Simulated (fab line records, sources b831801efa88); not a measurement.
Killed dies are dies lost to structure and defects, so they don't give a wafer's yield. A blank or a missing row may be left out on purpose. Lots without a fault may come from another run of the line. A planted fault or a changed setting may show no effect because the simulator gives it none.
Which tool did it? | flow sky130 | 11 lots, 33 wafers sampled, at 2 steps of a route of 708

WHAT THE GAUGES READ, wafer by wafer
SKY_NWELL_TW_MEAS_15.
lot  | measured     | on            | NWELL_TW
L880 | day 4 16:26  | film_metro-03 | 1810 1818 1819
L881 | day 4 22:55  | film_metro-02 | 1847 1842 1848
L886 | day 6 23:36  | film_metro-02 | 1818 1816 1820
L889 | day 7 04:38  | film_metro-02 | 2305 2297 2289
L891 | day 7 15:32  | film_metro-03 | 2266 2252 2259
L893 | day 7 22:40  | film_metro-02 | 1848 1843 1857
L896 | day 8 16:40  | film_metro-02 | 1831 1831 1841
L897 | day 8 22:16  | film_metro-03 | 1817 1837 1828
L898 | day 9 00:09  | film_metro-04 | 1826 1825 1825
L901 | day 9 23:28  | film_metro-04 | 1835 1832 1838
L902 | day 10 03:40 | film_metro-04 | 1829 1834 1835

WHICH TOOL RAN EACH LOT (tool, then ch and the chambers of the sampled wafers, then the start)
lot  | SKY_NWELL_IMPLANT_11
L880 | implanter-01 ch 0, day 4 15:53
L881 | implanter-03 ch 0, day 4 22:22
L886 | implanter-01 ch 0, day 6 23:03
L889 | implanter-03 ch 0, day 7 03:48
L891 | implanter-01 ch 0, day 7 14:40
L893 | implanter-03 ch 0, day 7 22:07
L896 | implanter-04 ch 0, day 8 16:07
L897 | implanter-04 ch 0, day 8 21:43
L898 | implanter-03 ch 0, day 8 23:36
L901 | implanter-01 ch 0, day 9 22:55
L902 | implanter-03 ch 0, day 10 03:07
- SKY_NWELL_IMPLANT_11

THE ANSWER, worked out from the rows above alone
Rule: what is usual is taken from the lots themselves. Put in order of their means at a reading, lots are off if they are a third of the lots or fewer, leave a main group of 4 or more, and stand apart from it by a gap of 3 or more times the standard deviation of the main group's means; of several such gaps the widest counts. A main group whose means are all the same, to the digits that the tables above print for the reading, isn't used. A lot without any number at a reading at which 4 lots or more have one is off too. The other lots that the step has rows for count as sound.
Off: L889, L891, at SKY_NWELL_TW_MEAS_15 (NWELL_TW). The main group: mean 1831, standard deviation 11.
A tool fits if, at a process step before that reading, it ran every lot that is off, and no sound lot after the first of them. The gauges at SKY_NWELL_TW_MEAS_15 are tried like those tools. None of those tried fits.

WHAT THE SIMULATOR HAD PUT IN
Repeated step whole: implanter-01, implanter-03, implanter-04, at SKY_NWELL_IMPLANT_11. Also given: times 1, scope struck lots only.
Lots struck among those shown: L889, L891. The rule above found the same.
